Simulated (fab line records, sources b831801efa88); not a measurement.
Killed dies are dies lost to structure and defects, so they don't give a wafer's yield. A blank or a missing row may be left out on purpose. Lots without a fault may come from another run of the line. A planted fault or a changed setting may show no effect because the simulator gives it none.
fab line records | flow sky130
record lots=5 wafers=15 last_day=48
route steps=708 shown METAL2@486 VIA2@507
lots that met no fault: from a run of the same line without faults
start_h: hours from the record's first day to the start of the lot's first wafer shown | wait_h: hours since the lot's step before | " the same as in the row above | L1.1+2: a row that stands for several wafers | - no value, or no start given | * or withheld: withheld | < > ~ a bound
route shown NAME@n: a module of which the file shows steps, and the number in the route of the first | usual: mean/standard deviation of fault-free wafers | same: alike in all rows | chamber/n: place in a boat | sites: the reading at each site | _std_site: their standard deviation | _edge_site: outer sites' mean less inner sites' | radius_mm: how far each site lies from the wafer's centre | mask NAME#n: copy n | behind: the tool/chamber that last shaped the wafer | hold: why the lot was held/for how many hours/how that ended | device: the transistor (n, p or np) that didn't switch | end of line: the same wafers' tests at the end of the route | a step without rows: its recipe alone | killed: dies lost to structure and defects at the first sort, not the wafer's yield | map: a wafer's dies, x killed, . not, _ none there
set.NAME: the setting as run; set.NAME@STEP: as run at that earlier step | model.NAME: the simulator's own value behind a step, which no gauge read
lots at some steps of the route; a table a step, a row a wafer
services: from which hour (start_h, from the record's first day; less than 0 if before it) a tool's chamber was out of use, for how many hours, and why
## steps
# step SKY_METAL2_SPUTTER_03
# recipe material=Ti target_thk_nm=5 power_w=3000 time_s=3.3 chamber_pressure_pa=0.4
# usual throttle_valve_pct=29.8/0.95
# columns lot.wafer tool chamber start_h wait_h throttle_valve_pct
L077.2 pvd_sputter-03 - 812.95 0.0 29.2
L077.3 " - " " 30.7
L077.6 " - " " 30.6
L078.1 pvd_sputter-03 - 817.44 0.0 29.2
L078.3 " - " " 28.4
L078.5 " - " " 28.0
L079.3 pvd_sputter-03 - 834.68 0.0 29.1
L079.4 " - " " 30.7
L079.5 " - " " 29.3
L082.1 pvd_sputter-03 - 850.94 0.0 28.0
L082.5 " - " " 29.9
L082.6 " - " " 30.8
L086.2 pvd_sputter-03 - 896.41 0.0 30.8
L086.4 " - " " 28.1
L086.6 " - " " 29.3
# step SKY_METAL2_SPUTTER_04
# recipe material=TiN target_thk_nm=70 power_w=6500 time_s=58.3 chamber_pressure_pa=0.4
# usual throttle_valve_pct=29.8/0.95
# columns lot.wafer tool chamber start_h wait_h throttle_valve_pct
L077.2 pvd_sputter-03 - 812.97 0.0 29.4
L077.3 " - " " 30.7
L077.6 " - " " 30.8
L078.1 pvd_sputter-03 - 817.46 0.0 29.0
L078.3 " - " " 27.9
L078.5 " - " " 28.0
L079.3 pvd_sputter-03 - 834.70 0.0 29.3
L079.4 " - " " 30.8
L079.5 " - " " 29.4
L082.1 pvd_sputter-03 - 850.96 0.0 27.9
L082.5 " - " " 29.4
L082.6 " - " " 30.6
L086.2 pvd_sputter-03 - 896.43 0.0 30.7
L086.4 " - " " 28.1
L086.6 " - " " 29.2
# step SKY_METAL2_RS_MEAS_05
# recipe thk_meas_gauge=four-point-probe reads=TiN_of_METAL2_SPUTTER_04+Ti_of_METAL2_SPUTTER_03+AlCu_of_METAL2_SPUTTER_02+TiN_of_METAL2_SPUTTER_01+Ti_of_METAL2_SPUTTER_00
# usual METAL2_ALCU_RS=0.1276/0.0017
# columns lot.wafer tool chamber start_h wait_h METAL2_ALCU_RS[ohm/sq]
L077.2 film_metro-04 - 813.04 0.0 0.1275
L077.3 " - " " 0.1256
L077.6 " - " " 0.1268
L078.1 film_metro-01 - 817.50 0.0 0.1276
L078.3 " - " " 0.1273
L078.5 " - " " 0.1267
L079.3 film_metro-04 - 834.79 0.1 0.1285
L079.4 " - " " 0.1287
L079.5 " - " " 0.1282
L082.1 film_metro-01 - 851.00 0.0 0.1283
L082.5 " - " " 0.1286
L082.6 " - " " 0.1287
L086.2 film_metro-01 - 896.50 0.0 0.1251
L086.4 " - " " 0.1255
L086.6 " - " " 0.1250
# step SKY_METAL2_THK_MEAS_06
# recipe thk_meas_gauge=xrf reads=AlCu_of_METAL2_SPUTTER_02
# usual METAL2_ALCU_THK=247/3.2
# columns lot.wafer tool chamber start_h wait_h METAL2_ALCU_THK[nm]
L077.2 film_metro-04 - 813.15 0.1 249
L077.3 " - " " 251
L077.6 " - " " 250
L078.1 film_metro-01 - 817.62 0.1 246
L078.3 " - " " 248
L078.5 " - " " 247
L079.3 film_metro-04 - 834.89 0.1 245
L079.4 " - " " 248
L079.5 " - " " 246
L082.1 film_metro-01 - 851.12 0.1 247
L082.5 " - " " 248
L082.6 " - " " 249
L086.2 film_metro-01 - 896.61 0.1 254
L086.4 " - " " 251
L086.6 " - " " 252
# step SKY_METAL2_DEHYDRATE_07
# recipe temp_c=200 time_s=60
# columns lot.wafer tool chamber start_h wait_h
L077.2+3+6 litho_track-03 0 825.96 12.8
L078.1+3+5 litho_track-02 0 829.72 12.1
L079.3+4+5 litho_track-04 0 847.48 12.6
L082.1+5+6 litho_track-02 0 863.12 12.0
L086.2+4+6 litho_track-04 0 908.80 12.2
# step SKY_METAL2_HMDS_08
# recipe prime_time_s=60 prime_temp_c=120
# columns lot.wafer tool chamber start_h wait_h
L077.2+3+6 litho_track-03 0 826.11 0.1
L078.1+3+5 litho_track-02 0 829.87 0.1
L079.3+4+5 litho_track-04 0 847.63 0.1
L082.1+5+6 litho_track-02 0 863.27 0.1
L086.2+4+6 litho_track-04 0 908.95 0.1
# step SKY_METAL2_COAT_09
# recipe resist=BARC temp_c=withheld time_s=withheld spin_rpm=3000 resist_thk_nm=60
# columns lot.wafer tool chamber start_h wait_h
L077.2+3+6 litho_track-03 0 826.26 0.1
L078.1+3+5 litho_track-02 0 830.02 0.1
L079.3+4+5 litho_track-04 0 847.78 0.1
L082.1+5+6 litho_track-02 0 863.42 0.1
L086.2+4+6 litho_track-04 0 909.10 0.1
# step SKY_METAL2_COAT_10
# recipe resist=KrF-thick spin_rpm=3000 resist_thk_nm=450
# columns lot.wafer tool chamber start_h wait_h
L077.2+3+6 litho_track-03 0 - -
L078.1+3+5 litho_track-02 0 - -
L079.3+4+5 litho_track-04 0 - -
L082.1+5+6 litho_track-02 0 - -
L086.2+4+6 litho_track-04 0 - -
# step SKY_METAL2_SOFTBAKE_11
# recipe temp_c=100 time_s=90 resist=KrF-thick
# columns lot.wafer tool chamber start_h wait_h
L077.2+3+6 litho_track-03 0 - -
L078.1+3+5 litho_track-02 0 - -
L079.3+4+5 litho_track-04 0 - -
L082.1+5+6 litho_track-02 0 - -
L086.2+4+6 litho_track-04 0 - -
# step SKY_METAL2_EXPOSE_12
# recipe mask_id=MM2 na=0.8 source_shape=annular sigma_inner=0.55 sigma_outer=0.85 target_cd_nm=140 dose_mj=28
# columns lot.wafer tool chamber start_h wait_h mask
L077.2+3+6 krf_scanner-02 0 - - MM2#0
L078.1+3+5 krf_scanner-02 0 - - MM2#0
L079.3+4+5 krf_scanner-01 0 - - MM2#0
L082.1+5+6 krf_scanner-01 0 - - MM2#0
L086.2+4+6 krf_scanner-02 0 - - MM2#0
# step SKY_METAL2_PEB_13
# recipe peb_temp_c=withheld peb_time_s=withheld resist=KrF-thick
# columns lot.wafer tool chamber start_h wait_h
L077.2+3+6 litho_track-03 0 - -
L078.1+3+5 litho_track-02 0 - -
L079.3+4+5 litho_track-02 0 - -
L082.1+5+6 litho_track-02 0 - -
L086.2+4+6 litho_track-03 0 - -
# step SKY_METAL2_DEVELOP_14
# recipe develop_time_s=60 resist=KrF-thick dev_temp_c=21
# columns lot.wafer tool chamber start_h wait_h
L077.2+3+6 litho_track-03 0 - -
L078.1+3+5 litho_track-02 0 - -
L079.3+4+5 litho_track-02 0 - -
L082.1+5+6 litho_track-02 0 - -
L086.2+4+6 litho_track-03 0 - -
# step SKY_METAL2_CD_MEAS_15
# recipe target_cd_nm=140
# usual cd_nm=139.7/1.7
# columns lot.wafer tool chamber start_h wait_h cd_nm
L077.2 cd_sem-01 - 838.86 - 138.8
L077.3 " - " " 138.6
L077.6 " - " " 138.6
L078.1 cd_sem-01 - 842.32 - 140.8
L078.3 " - " " 142.1
L078.5 " - " " 142.1
L079.3 cd_sem-01 - 861.06 - 141.9
L079.4 " - " " 141.3
L079.5 " - " " 142.2
L082.1 cd_sem-01 - 876.87 - 138.1
L082.5 " - " " 137.2
L082.6 " - " " 136.7
L086.2 cd_sem-02 - 921.71 - 141.9
L086.4 " - " " 140.8
L086.6 " - " " 140.9
# step SKY_METAL2_OVL_MEAS_16
# usual METAL2_OVL=1/4
# columns lot.wafer tool chamber start_h wait_h METAL2_OVL[nm]
L077.2 overlay-02 - 838.97 0.1 2
L077.3 " - " " -1
L077.6 " - " " -2
L078.1 overlay-02 - 842.44 0.1 -6
L078.3 " - " " 0
L078.5 " - " " -3
L079.3 overlay-02 - 861.15 0.1 1
L079.4 " - " " 1
L079.5 " - " " -2
L082.1 overlay-01 - 876.99 0.1 7
L082.5 " - " " 6
L082.6 " - " " 4
L086.2 overlay-01 - 921.82 0.1 -5
L086.4 " - " " -7
L086.6 " - " " -8
# step SKY_METAL2_DESCUM_17
# recipe chemistry=O2 source_power_w=150 bias_power_w=0 pressure_mtorr=10 temp_c=40 time_s=8
# usual drypump_motor_current_A=5.8/0.49 oes_product_au=1.002/0.011 rf_fwd_power_W=147.1/0.75
# columns lot.wafer tool chamber start_h wait_h drypump_motor_current_A oes_product_au rf_fwd_power_W rf_hours_counter_h
L077.2 rie_metal-03 1 839.00 0.0 5.8 0.966 147.6 17
L077.3 " 0 " " 5.3 0.999 146.8 -
L077.6 " 0 " " 5.3 1.011 146.4 -
L078.1 rie_metal-02 0 842.47 0.0 6.0 0.989 146.0 13
L078.3 " 0 " " 6.0 0.994 146.7 -
L078.5 " 0 " " 6.0 0.990 146.6 -
L079.3 rie_metal-03 0 861.18 0.0 5.3 1.002 145.8 -
L079.4 " 1 " " 5.8 0.991 148.0 -
L079.5 " 1 " " 5.8 0.988 148.8 -
L082.1 rie_metal-03 1 877.02 0.0 5.8 0.974 147.0 18
L082.5 " 1 " " 5.8 0.977 147.1 -
L082.6 " 0 " " 5.3 1.005 146.4 -
L086.2 rie_metal-02 1 921.86 0.0 6.3 1.027 148.0 -
L086.4 " 1 " " 6.3 1.016 147.8 -
L086.6 " 1 " " 6.4 1.007 148.4 -
# step SKY_METAL2_ETCH_18
# recipe chemistry=N2/H2 target=BARC ion_energy_ev=200 bias_w=100 pressure_mtorr=30 n2_flow_sccm=100 h2_flow_sccm=200 icp_w=500 stop_on=SiO2 time_s=45.9 target_depth_a=600
# usual drypump_motor_current_A=5.8/0.49 oes_product_au=0.855/0.0045 rf_fwd_power_W=495.0/2.1 throttle_valve_pct=13.224/0.0079
# columns lot.wafer tool chamber start_h wait_h drypump_motor_current_A oes_product_au rf_fwd_power_W rf_hours_counter_h throttle_valve_pct
L077.2 rie_metal-03 1 839.03 0.0 5.8 0.848 494.1 17 13.233
L077.3 " 0 " " 5.3 0.857 493.8 - 13.219
L077.6 " 0 " " 5.3 0.851 493.1 - 13.231
L078.1 rie_metal-02 0 842.51 0.0 6.0 0.856 494.2 13 13.229
L078.3 " 0 " " 6.0 0.859 492.6 - 13.223
L078.5 " 0 " " 6.0 0.847 496.6 - 13.204
L079.3 rie_metal-03 0 861.22 0.0 5.3 0.858 493.3 - 13.234
L079.4 " 1 " " 5.8 0.855 493.5 - 13.226
L079.5 " 1 " " 5.8 0.856 494.5 - 13.220
L082.1 rie_metal-03 1 877.05 0.0 5.8 0.849 495.9 18 13.216
L082.5 " 1 " " 5.8 0.853 498.3 - 13.210
L082.6 " 0 " " 5.3 0.857 493.6 - 13.223
L086.2 rie_metal-02 1 921.93 0.1 6.4 0.847 495.2 - 13.235
L086.4 " 1 " " 6.4 0.845 496.7 - 13.240
L086.6 " 1 " " 6.4 0.849 496.3 - 13.221
# step SKY_METAL2_METAL_ETCH_19
# recipe target_depth_a=3600 stop_on=SiO2 over_etch_frac=0.3 time_s=78 chemistry=Cl2/BCl3 resist_sidewall_deg=88 pressure_mtorr=10 icp_w=900 bias_w=48.5 Cl2_flow_sccm=60 bcl3_flow_sccm=30
# usual drypump_motor_current_A=5.8/0.49 oes_product_au=0.852/0.0066 rf_fwd_power_W=894.0/2.9 throttle_valve_pct=22.265/0.0093
# columns lot.wafer tool chamber start_h wait_h drypump_motor_current_A oes_product_au rf_fwd_power_W rf_hours_counter_h throttle_valve_pct
L077.2 rie_metal-03 1 839.09 0.0 5.8 0.861 892.9 17 22.271
L077.3 " 0 " " 5.3 0.857 899.2 - 22.258
L077.6 " 0 " " 5.3 0.858 895.1 - 22.276
L078.1 rie_metal-02 0 842.60 0.1 6.0 0.857 888.4 13 22.277
L078.3 " 0 " " 6.0 0.849 888.9 - 22.258
L078.5 " 0 " " 6.0 0.861 890.3 - 22.248
L079.3 rie_metal-03 0 861.30 0.1 5.3 0.852 894.0 - 22.261
L079.4 " 1 " " 5.8 0.853 893.1 - 22.278
L079.5 " 1 " " 5.8 0.856 892.8 - 22.257
L082.1 rie_metal-03 1 877.12 0.0 5.8 0.859 895.1 18 22.262
L082.5 " 1 " " 5.8 0.847 898.0 - 22.272
L082.6 " 0 " " 5.3 0.849 892.9 - 22.246
L086.2 rie_metal-02 1 922.07 0.1 6.4 0.863 897.2 - 22.262
L086.4 " 1 " " 6.4 0.852 896.7 - 22.271
L086.6 " 1 " " 6.4 0.866 897.9 - 22.272
# step SKY_METAL2_STRIP_20
# recipe chemistry=O2/N2 power_w=1400 pressure_mtorr=1500 platen_temp_c=withheld o2_flow_sccm=3000 n2_flow_sccm=300 overash_fraction=0.5
# usual drypump_motor_current_A=5.68/0.26 oes_product_au=0.343/0.005 strip_time_to_endpoint_s=2.70/0.048
# columns lot.wafer tool chamber start_h wait_h drypump_motor_current_A oes_product_au rf_hours_counter_h strip_time_to_endpoint_s
L077.2 plasma_asher-02 0 839.18 0.1 6.04 0.349 11 2.83
L077.3 " 1 " " 5.34 0.344 - 2.69
L077.6 " 0 " " 6.05 0.338 - 2.68
L078.1 plasma_asher-01 0 842.72 0.1 5.32 0.347 40 2.74
L078.3 " 0 " " 5.33 0.341 - 2.74
L078.5 " 0 " " 5.34 0.341 - 2.69
L079.3 plasma_asher-01 1 861.39 0.1 5.81 0.353 - 2.73
L079.4 " 0 " " 5.36 0.348 - 2.77
L079.5 " 1 " " 5.81 0.342 - 2.79
L082.1 plasma_asher-01 0 877.21 0.1 5.35 0.345 44 2.78
L082.5 " 1 " " 5.82 0.344 - 2.75
L082.6 " 0 " " 5.33 0.347 - 2.68
L086.2 plasma_asher-04 0 922.22 0.1 5.72 0.338 81 2.63
L086.4 " 0 " " 5.70 0.341 - 2.63
L086.6 " 0 " " 5.70 0.339 - 2.66
# step SKY_METAL2_STRIP_21
# recipe chemistry=post_etch_residue_remover time_s=1200 temp_c=72.5
# columns lot.wafer tool chamber start_h wait_h
L077.2+3+6 wet_bench-02 0 839.28 0.1
L078.1+3+5 wet_bench-01 1 842.82 0.1
L079.3+4+5 wet_bench-02 3 861.46 0.0
L082.1+5+6 wet_bench-02 2 877.31 0.1
L086.2+4+6 wet_bench-04 0 922.32 0.1
# step SKY_METAL2_CLEAN_22
# recipe chemistry=IPA time_s=180 temp_c=25
# columns lot.wafer tool chamber start_h wait_h
L077.2+3+6 wet_bench-02 2 839.67 0.1
L078.1+3+5 wet_bench-04 3 843.19 0.0
L079.3+4+5 wet_bench-01 1 861.80 0.0
L082.1+5+6 wet_bench-02 0 877.65 0.0
L086.2+4+6 wet_bench-01 0 922.66 0.0
# step SKY_METAL2_CLEAN_23
# recipe chemistry=O3/DIW dry=n2_spin
# columns lot.wafer tool chamber start_h wait_h
L077.2+3+6 wet_bench-04 2 839.73 0.0
L078.1+3+5 wet_bench-01 3 843.25 0.0
L079.3+4+5 wet_bench-04 3 861.86 0.0
L082.1+5+6 wet_bench-04 2 877.71 0.0
L086.2+4+6 wet_bench-02 0 922.72 0.0
# step SKY_VIA2_HDPCVD_00
# recipe material=SiO2 target_thk_nm=1180 sigma_open_frac=0.3 time_s=196.7 temp_c=400 sih4_flow_sccm=60 pressure_mtorr=6
# columns lot.wafer tool chamber start_h wait_h
L077.2+3+6 hdpcvd-01 0,2,1 839.82 0.0
L078.1+3+5 hdpcvd-01 2,0,2 843.35 0.0
L079.3+4+5 hdpcvd-01 2,1,0 861.96 0.0
L082.1+5+6 hdpcvd-01 0,0,2 877.80 0.0
L086.2+4+6 hdpcvd-02 1,1,2 922.81 0.0
# step SKY_VIA2_THK_MEAS_01
# recipe reads=SiO2_of_VIA2_HDPCVD_00
# usual VIA2_HDPCVD_THK=1182/15
# columns lot.wafer tool chamber start_h wait_h VIA2_HDPCVD_THK[nm]
L077.2 film_metro-03 - 839.96 0.1 1178
L077.3 " - " " 1155
L077.6 " - " " 1171
L078.1 film_metro-03 - 843.47 0.1 1176
L078.3 " - " " 1202
L078.5 " - " " 1179
L079.3 film_metro-01 - 862.10 0.1 1175
L079.4 " - " " 1164
L079.5 " - " " 1188
L082.1 film_metro-03 - 877.92 0.1 1166
L082.5 " - " " 1182
L082.6 " - " " 1150
L086.2 film_metro-03 - 922.94 0.1 1203
L086.4 " - " " 1213
L086.6 " - " " 1190
# step SKY_VIA2_CMP_02
# recipe material=SiO2 down_force_psi=4 platen_rpm=60 pad_velocity_m_s=0.94248
# usual motor_current_A=11.8/1.2 platen_rpm=60.00/0.037
# columns lot.wafer tool chamber start_h wait_h motor_current_A platen_rpm
L077.3 cmp-02 0 840.06 0.1 10.6 59.99
L077.2 " 1 " " 11.0 59.99
L077.6 " 0 " " 11.1 59.96
L078.3 cmp-01 3 843.58 0.1 13.7 59.97
L078.1 " 0 " " 13.0 60.02
L078.5 " 3 " " 13.4 60.01
L079.4 cmp-01 0 862.19 0.1 12.9 60.01
L079.3 " 1 " " 10.5 60.01
L079.5 " 3 " " 14.3 60.01
L082.1 cmp-01 3 878.08 0.1 13.1 59.96
L082.5 " 1 " " 10.4 59.95
L082.6 " 2 " " 10.9 60.06
L086.2 cmp-01 0 922.99 0.0 13.2 59.97
L086.4 " 1 " " 11.2 59.96
L086.6 " 0 " " 12.9 60.02
# step SKY_VIA2_BOW_MEAS_03
# recipe mode=bow
# usual VIA2_BOW=86/6.9
# columns lot.wafer tool chamber start_h wait_h VIA2_BOW[um]
L077.2 film_metro-03 - 840.33 0.2 88
L077.3 " - " " 72
L077.6 " - " " 87
L078.1 film_metro-03 - 843.83 0.1 90
L078.3 " - " " 76
L078.5 " - " " 88
L079.3 film_metro-03 - 862.48 0.2 83
L079.4 " - " " 76
L079.5 " - " " 89
L082.1 film_metro-01 - 878.28 0.1 85
L082.5 " - " " 92
L082.6 " - " " 93
L086.2 film_metro-01 - 923.31 0.3 86
L086.4 " - " " 71
L086.6 " - " " 87
# step SKY_VIA2_DEHYDRATE_04
# recipe temp_c=200 time_s=60
# columns lot.wafer tool chamber start_h wait_h
L077.2+3+6 litho_track-01 0 853.33 13.0
L078.1+3+5 litho_track-01 0 857.25 13.4
L079.3+4+5 litho_track-01 0 874.80 12.3
L082.1+5+6 litho_track-01 0 890.30 12.0
L086.2+4+6 litho_track-01 0 934.68 11.3
# step SKY_VIA2_HMDS_05
# recipe prime_time_s=60 prime_temp_c=120
# columns lot.wafer tool chamber start_h wait_h
L077.2+3+6 litho_track-01 0 853.48 0.1
L078.1+3+5 litho_track-01 0 857.40 0.1
L079.3+4+5 litho_track-01 0 874.95 0.1
L082.1+5+6 litho_track-01 0 890.45 0.1
L086.2+4+6 litho_track-01 0 934.83 0.1
# step SKY_VIA2_COAT_06
# recipe resist=BARC temp_c=withheld time_s=withheld spin_rpm=3000 resist_thk_nm=60
# columns lot.wafer tool chamber start_h wait_h
L077.2+3+6 litho_track-01 0 853.63 0.1
L078.1+3+5 litho_track-01 0 857.55 0.1
L079.3+4+5 litho_track-01 0 875.10 0.1
L082.1+5+6 litho_track-01 0 890.60 0.1
L086.2+4+6 litho_track-01 0 934.98 0.1
# step SKY_VIA2_COAT_07
# recipe resist=KrF-thick spin_rpm=3000 resist_thk_nm=450
# columns lot.wafer tool chamber start_h wait_h
L077.2+3+6 litho_track-01 0 - -
L078.1+3+5 litho_track-01 0 - -
L079.3+4+5 litho_track-01 0 - -
L082.1+5+6 litho_track-01 0 - -
L086.2+4+6 litho_track-01 0 - -
# step SKY_VIA2_SOFTBAKE_08
# recipe temp_c=100 time_s=90 resist=KrF-thick
# columns lot.wafer tool chamber start_h wait_h
L077.2+3+6 litho_track-01 0 - -
L078.1+3+5 litho_track-01 0 - -
L079.3+4+5 litho_track-01 0 - -
L082.1+5+6 litho_track-01 0 - -
L086.2+4+6 litho_track-01 0 - -
# step SKY_VIA2_EXPOSE_09
# recipe mask_id=VIM2 na=0.8 source_shape=annular sigma_inner=0.55 sigma_outer=0.85 target_cd_nm=200 dose_mj=38
# columns lot.wafer tool chamber start_h wait_h mask
L077.2+3+6 krf_scanner-01 0 - - VIM2#0
L078.1+3+5 krf_scanner-01 0 - - VIM2#0
L079.3+4+5 krf_scanner-01 0 - - VIM2#0
L082.1+5+6 krf_scanner-01 0 - - VIM2#0
L086.2+4+6 krf_scanner-02 0 - - VIM2#0
# step SKY_VIA2_PEB_10
# recipe peb_temp_c=withheld peb_time_s=withheld resist=KrF-thick
# columns lot.wafer tool chamber start_h wait_h
L077.2+3+6 litho_track-04 0 - -
L078.1+3+5 litho_track-02 0 - -
L079.3+4+5 litho_track-01 0 - -
L082.1+5+6 litho_track-01 0 - -
L086.2+4+6 litho_track-02 0 - -
# step SKY_VIA2_DEVELOP_11
# recipe develop_time_s=60 resist=KrF-thick dev_temp_c=21
# columns lot.wafer tool chamber start_h wait_h
L077.2+3+6 litho_track-04 0 - -
L078.1+3+5 litho_track-02 0 - -
L079.3+4+5 litho_track-01 0 - -
L082.1+5+6 litho_track-01 0 - -
L086.2+4+6 litho_track-02 0 - -
# step SKY_VIA2_CD_MEAS_12
# recipe target_cd_nm=200
# usual cd_nm=200.0/1.2
# columns lot.wafer tool chamber start_h wait_h cd_nm
L077.2 cd_sem-01 - 867.60 - 200.2
L077.3 " - " " 200.6
L077.6 " - " " 199.5
L078.1 cd_sem-01 - 870.41 - 200.9
L078.3 " - " " 199.3
L078.5 " - " " 200.2
L079.3 cd_sem-01 - 888.64 - 202.1
L079.4 " - " " 201.3
L079.5 " - " " 200.6
L082.1 cd_sem-02 - 903.90 - 199.1
L082.5 " - " " 198.6
L082.6 " - " " 198.6
L086.2 cd_sem-02 - 947.69 - 200.1
L086.4 " - " " 198.2
L086.6 " - " " 198.8
# step SKY_VIA2_OVL_MEAS_13
# usual VIA2_OVL=-1/5.5
# columns lot.wafer tool chamber start_h wait_h VIA2_OVL[nm]
L077.2 overlay-01 - 867.70 0.1 -8
L077.3 " - " " 1
L077.6 " - " " -11
L078.1 overlay-02 - 870.53 0.1 -4
L078.3 " - " " -4
L078.5 " - " " 5
L079.3 overlay-02 - 888.74 0.1 10
L079.4 " - " " -5
L079.5 " - " " 3
L082.1 overlay-02 - 904.02 0.1 -2
L082.5 " - " " 1
L082.6 " - " " 1
L086.2 overlay-02 - 947.79 0.1 -3
L086.4 " - " " 2
L086.6 " - " " 0
# step SKY_VIA2_ETCH_14
# recipe chemistry=N2/H2 target=BARC ion_energy_ev=200 source_w=500 bias_w=100 pressure_mtorr=30 n2_flow_sccm=100 h2_flow_sccm=200 stop_on=SiO2 time_s=45.9 target_depth_a=600
# usual drypump_motor_current_A=5.74/0.25 oes_product_au=0.856/0.0046 rf_fwd_power_W=494.4/2.2 throttle_valve_pct=13.223/0.01
# columns lot.wafer tool chamber start_h wait_h drypump_motor_current_A oes_product_au rf_fwd_power_W rf_hours_counter_h throttle_valve_pct
L077.2 rie_diel-02 2 867.73 0.0 5.75 0.850 497.8 10 13.220
L077.3 " 0 " " 5.52 0.854 494.4 4 13.214
L077.6 " 1 " " 5.66 0.858 496.7 - 13.211
L078.1 rie_diel-03 2 870.57 0.0 6.24 0.852 496.5 16 13.237
L078.3 " 3 " " 6.25 0.852 493.6 24 13.245
L078.5 " 0 " " 5.21 0.855 493.8 - 13.220
L079.3 rie_diel-02 2 888.76 0.0 5.75 0.860 494.9 11 13.224
L079.4 " 2 " " 5.78 0.850 495.3 - 13.228
L079.5 " 3 " " 5.86 0.863 491.9 - 13.217
L082.1 rie_diel-02 2 904.06 0.0 5.75 0.860 496.5 11 13.229
L082.5 " 0 " " 5.54 0.848 495.4 - 13.224
L082.6 " 2 " " 5.78 0.853 495.2 - 13.234
L086.2 rie_diel-03 0 947.82 0.0 5.19 0.856 494.8 11 13.212
L086.4 " 1 " " 5.74 0.861 496.3 6 13.232
L086.6 " 0 " " 5.26 0.852 495.0 - 13.227
# step SKY_VIA2_ETCH_15
# recipe target=SiO2 chemistry=C4F8/O2/Ar target_depth_nm=546 stop_on=TiN mask_material=KrF-thick source_w=1500 bias_w=1200 pressure_mtorr=40 c4f8_flow_sccm=withheld O2_flow_sccm=6 Ar_flow_sccm=300 time_s=84
# usual oes_product_au=0.940/0.0052 rf_fwd_power_W=1489/5.6
# columns lot.wafer tool chamber start_h wait_h oes_product_au rf_fwd_power_W rf_hours_counter_h
L077.2 rie_diel-02 2 867.77 0.0 0.934 1491 10
L077.3 " 0 " " 0.936 1490 4
L077.6 " 1 " " 0.936 1496 -
L078.1 rie_diel-03 2 870.61 0.0 0.941 1489 16
L078.3 " 3 " " 0.952 1489 24
L078.5 " 0 " " 0.943 1481 -
L079.3 rie_diel-02 2 888.80 0.0 0.930 1491 11
L079.4 " 2 " " 0.943 1493 -
L079.5 " 3 " " 0.945 1485 -
L082.1 rie_diel-02 2 904.10 0.0 0.945 1497 11
L082.5 " 0 " " 0.945 1490 -
L082.6 " 2 " " 0.940 1495 -
L086.2 rie_diel-03 0 947.86 0.0 0.941 1488 11
L086.4 " 1 " " 0.940 1484 6
L086.6 " 0 " " 0.946 1488 -
# step SKY_VIA2_STRIP_16
# recipe chemistry=O2/N2 power_w=1400 pressure_mtorr=1500 platen_temp_c=withheld o2_flow_sccm=3000 n2_flow_sccm=300 overash_fraction=0.5
# usual drypump_motor_current_A=5.56/0.25 oes_product_au=0.398/0.0047 strip_time_to_endpoint_s=4.066/0.029
# columns lot.wafer tool chamber start_h wait_h drypump_motor_current_A oes_product_au rf_hours_counter_h strip_time_to_endpoint_s
L077.2 plasma_asher-01 0 867.84 0.0 5.33 0.407 43 4.076
L077.3 " 1 " " 5.81 0.396 - 4.076
L077.6 " 1 " " 5.84 0.390 - 4.052
L078.1 plasma_asher-01 1 870.67 0.0 5.80 0.401 43 4.104
L078.3 " 1 " " 5.80 0.397 - 4.074
L078.5 " 0 " " 5.33 0.396 - 4.144
L079.3 plasma_asher-04 1 888.90 0.1 5.87 0.403 - 4.093
L079.4 " 0 " " 5.68 0.401 - 4.081
L079.5 " 0 " " 5.68 0.395 - 4.057
L082.1 plasma_asher-01 0 904.17 0.0 5.33 0.401 47 4.080
L082.5 " 0 " " 5.33 0.403 - 4.036
L082.6 " 1 " " 5.79 0.405 - 4.086
L086.2 plasma_asher-01 0 947.93 0.0 5.33 0.399 50 4.114
L086.4 " 0 " " 5.34 0.399 - 4.096
L086.6 " 1 " " 5.80 0.404 - 4.121
# step SKY_VIA2_STRIP_17
# recipe chemistry=post_etch_residue_remover time_s=1200 temp_c=72.5
# columns lot.wafer tool chamber start_h wait_h
L077.2+3+6 wet_bench-04 0 867.94 0.1
L078.1+3+5 wet_bench-02 0 870.77 0.1
L079.3+4+5 wet_bench-04 1 888.97 0.0
L082.1+5+6 wet_bench-03 2 904.27 0.1
L086.2+4+6 wet_bench-04 0 948.03 0.1
# step SKY_VIA2_CLEAN_18
# recipe chemistry=IPA time_s=180 temp_c=25
# columns lot.wafer tool chamber start_h wait_h
L077.2+3+6 wet_bench-03 0 868.31 0.0
L078.1+3+5 wet_bench-03 1 871.14 0.0
L079.3+4+5 wet_bench-03 0 889.31 0.0
L082.1+5+6 wet_bench-04 2 904.61 0.0
L086.2+4+6 wet_bench-03 3 948.37 0.0
# step SKY_VIA2_CLEAN_19
# recipe chemistry=O3/DIW dry=n2_spin
# columns lot.wafer tool chamber start_h wait_h
L077.2+3+6 wet_bench-02 3 868.37 0.0
L078.1+3+5 wet_bench-04 1 871.21 0.0
L079.3+4+5 wet_bench-02 2 889.37 0.0
L082.1+5+6 wet_bench-02 3 904.67 0.0
L086.2+4+6 wet_bench-04 2 948.43 0.0
# step SKY_VIA2_SPUTTER_20
# recipe material=TiN target_thk_nm=20 chamber_pressure_pa=5 power_w=4000 time_s=80
# usual throttle_valve_pct=29.1/0.87
# columns lot.wafer tool chamber start_h wait_h throttle_valve_pct
L077.2 pvd_sputter-01 - 868.47 0.0 29.7
L077.3 " - " " 30.4
L077.6 " - " " 30.8
L078.1 pvd_sputter-02 - 871.30 0.0 28.6
L078.3 " - " " 28.6
L078.5 " - " " 28.4
L079.3 pvd_sputter-02 - 889.46 0.0 28.6
L079.4 " - " " 28.6
L079.5 " - " " 28.3
L082.1 pvd_sputter-03 - 904.76 0.0 29.2
L082.5 " - " " 30.7
L082.6 " - " " 29.4
L086.2 pvd_sputter-03 - 948.52 0.0 29.8
L086.4 " - " " 28.1
L086.6 " - " " 29.3
## services
# columns tool chamber start_h hours kind
rie_diel-03 - 793.81 2.8 pm
krf_scanner-01 - 797.79 1.3 pm
rie_diel-02 3 801.68 1.6 repair
rie_diel-02 - 803.86 1.3 repair
krf_scanner-02 - 807.26 0.5 repair
wet_bench-03 - 807.35 3.5 repair
krf_scanner-02 - 810.18 2.4 repair
rie_diel-03 0 811.79 8.6 repair
krf_scanner-01 - 814.84 1.0 pm
cmp-01 - 814.98 0.9 repair
rie_diel-03 2 815.05 8.0 repair
rie_metal-03 - 820.09 0.5 repair
krf_scanner-02 - 824.06 1.3 pm
rie_diel-02 3 830.87 9.3 repair
rie_metal-02 - 830.88 2.8 pm
rie_diel-03 1 831.21 10.0 repair
krf_scanner-02 - 834.96 3.6 pm
cmp-01 - 844.22 3.2 pm
rie_diel-02 0 850.64 8.4 repair
rie_diel-02 2 850.67 4.4 repair
rie_diel-02 1 869.04 123.3 repair
krf_scanner-01 - 903.94 0.8 pm
wet_bench-02 - 905.77 4.3 repair
plasma_asher-01 - 913.27 14.6 pm
## key
fault none
